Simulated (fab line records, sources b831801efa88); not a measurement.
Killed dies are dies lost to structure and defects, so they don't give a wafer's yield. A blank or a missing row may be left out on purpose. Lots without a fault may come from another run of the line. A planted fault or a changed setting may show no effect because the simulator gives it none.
A struck lot beside a sound one | flow sky130 | 15 steps out of a route of 708
Sound: wafers L208.1, L208.2, L208.6. Struck: wafers L226.2, L226.5, L226.6. The cause comes at the end.
At each step with rows: each side's tool, then ch and its chambers, then its first start. Under that, the readings that differ: sound wafers | struck wafers | difference of the means | sigmas: that difference in standard deviations of wafers without a fault.
alike: readings whose means differ by less than 2 such deviations, and words and numbers that are the same on both sides. not compared: withheld readings, readings that some wafer has no value for, bounds like >300 that may hide the same value, and numbers for which the record gives no deviation and whose values overlap.
The two part at a step that has a row with sigmas, a row that says differs or no value, or rows on one side only. Numbers that don't overlap but have no deviation are shown without sigmas and don't part them. A reading that every wafer of one side lacks parts them only if that side has two wafers or more.

first, 7 steps without rows for these wafers: SKY_CONTACT_HMDS_07 (prime time 60 s); SKY_CONTACT_COAT_08 (resist thk 60 nm); SKY_CONTACT_COAT_09 (resist thk 450 nm); SKY_CONTACT_SOFTBAKE_10 (time 90 s); SKY_CONTACT_EXPOSE_11 (exposes mask CTM1, target cd 170 nm); SKY_CONTACT_PEB_12; SKY_CONTACT_DEVELOP_13 (develop time 60 s).
SKY_CONTACT_CD_MEAS_14: target cd 170 nm.
  sound on cd_sem-01, day 33 00:53; struck on cd_sem-01, day 38 10:07
  alike: cd_nm
SKY_CONTACT_OVL_MEAS_15:
  sound on overlay-01, day 33 01:00; struck on overlay-01, day 38 10:13
  alike: CONTACT_OVL
SKY_CONTACT_ETCH_16: etches BARC in N2/H2, stops on SiO2, time 45.9 s, target depth 60 nm.
  sound on rie_diel-01 ch 0,2,3, day 33 01:02; struck on rie_diel-01 ch 0,1,3, day 38 10:14
  alike: bias_w, drypump_motor_current_A, oes_product_au, throttle_valve_pct
  not compared: rf_hours_counter_h
SKY_CONTACT_ETCH_17: etches SiO2 in C4F8/O2/Ar, stops on Si3N4, target depth 340 nm.
  sound on rie_diel-01 ch 0,2,3, day 33 01:05; struck on rie_diel-01 ch 0,1,3, day 38 10:17
  alike: bias_w, oes_product_au
SKY_CONTACT_ETCH_18: etches Si3N4 in CHF3/O2, stops on TiN, time 39 s, target depth 75 nm.
  sound on rie_diel-01 ch 0,2,3; struck on rie_diel-01 ch 0,1,3
  alike: O2_flow_sccm, bias_w, drypump_motor_current_A, oes_product_au, throttle_valve_pct
  not compared: rf_hours_counter_h
SKY_CONTACT_STRIP_19: strips in O2/N2.
  sound on plasma_asher-04 ch 0,1, day 33 01:10; struck on plasma_asher-04 ch 0,1, day 38 10:23
  no value came back on the struck wafers for chamber_pressure_mTorr (mTorr), drypump_motor_current_A (A), oes_product_au (a.u.), strip_time_to_endpoint_s (s); on the sound wafers chamber_pressure_mTorr (mTorr) reads 1499.3 1503.3 1501.6
  reading                                        | sound | struck            | difference | sigmas
  model.KrF-thick_of_CONTACT_COAT_09.thk_nm (nm) | 0 0 0 | 244.4 244.7 248.2 | +245.8     |
  not compared: rf_hours_counter_h
then, 1 step without rows for these wafers: SKY_CONTACT_STRIP_20 (strips in post etch residue remover, time 1200 s).
-- the record jumps here: 12 days lie between the struck wafers' starts before and after (it left off in module CONTACT and takes up again in module PAD_OPEN, whose first step shown is number 708 of the route) --
SKY_PAD_OPEN_PROBE_99:
  sound on prober-02, day 46 21:42; struck on prober-02, day 50 17:34
  reading            | sound    | struck      | difference | sigmas
  killed_at_contacts | 23 24 20 | 446 428 426 | +411       | +78
  killed_dies        | 81 85 76 | 492 492 492 | +411       | +43
  killed_on_rim      | 12 14 15 | 96 96 96    | +82        | +21
  alike: killed_at_M0_to_M3, killed_at_M4_up, killed_at_front_end, killed_at_other, killed_open, killed_short

WHERE THEY PART
First at SKY_CONTACT_STRIP_19; last, within this record, at SKY_PAD_OPEN_PROBE_99.

WHY: what the simulator had put in
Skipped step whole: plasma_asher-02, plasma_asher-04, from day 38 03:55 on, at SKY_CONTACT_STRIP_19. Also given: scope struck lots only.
